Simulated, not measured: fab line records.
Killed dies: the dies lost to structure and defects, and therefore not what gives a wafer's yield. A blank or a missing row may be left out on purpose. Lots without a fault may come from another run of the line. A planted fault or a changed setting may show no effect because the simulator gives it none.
The tool behind it: which one? -- flow sky130 -- 18 wafers from 6 lots sampled at 2 of the route's 708 steps

WHAT THE GAUGES SHOWED, per wafer
SKY_LOCAL_INTERCONNECT_RS_MEAS_01: uses a four-point probe to measure.
lot,measured,on,LOCAL_INTERCONNECT_TIN_RS (ohm/sq)
L381,day 30 21:04,film_metro-02,13.99 13.79 14.07
L382,day 31 00:53,film_metro-01,14.31 14.25 14.36
L387,day 32 01:17,film_metro-04,14.10 14.78 14.19 14.10 14.77 14.17
L393,day 34 02:49,film_metro-02,13.91 13.95 14.05
L399,day 35 15:53,film_metro-01,14.23 14.07 14.33
L402,day 36 01:19,film_metro-04,14.10 14.12 14.17

WHAT TOOL EACH LOT RAN ON (gives the tool, then ch and the chambers of the sampled wafers, and finally the start)
lot,SKY_LOCAL_INTERCONNECT_SPUTTER_00
L381,"pvd_sputter-01, day 30 20:59"
L382,"pvd_sputter-02, day 31 00:49"
L387,"pvd_sputter-03, day 32 01:13"
L393,"pvd_sputter-01, day 34 02:41"
L399,"pvd_sputter-02, day 35 15:50"
L402,"pvd_sputter-02, day 36 01:11"
- SKY_LOCAL_INTERCONNECT_SPUTTER_00: material TiN, target thk 100 nm, time 83.3 s.

THE ANSWER, worked out from the rows above alone
Rule: what is usual is taken from the lots themselves. Put in order of their means at a reading, lots are off if they are a third of the lots or fewer, leave a main group of 4 or more, and stand apart from it by a gap of 3 or more times the standard deviation of the main group's means; of several such gaps the widest counts. If all means in a main group match to the digits the tables above print for the reading, that group is not used. A lot without any number at a reading at which 4 lots or more have one is off too. The other lots that the step has rows for count as sound.
No lot is off on any of the readings shown, so nothing can be concluded from this.

WHAT WAS PUT IN BY THE SIMULATOR
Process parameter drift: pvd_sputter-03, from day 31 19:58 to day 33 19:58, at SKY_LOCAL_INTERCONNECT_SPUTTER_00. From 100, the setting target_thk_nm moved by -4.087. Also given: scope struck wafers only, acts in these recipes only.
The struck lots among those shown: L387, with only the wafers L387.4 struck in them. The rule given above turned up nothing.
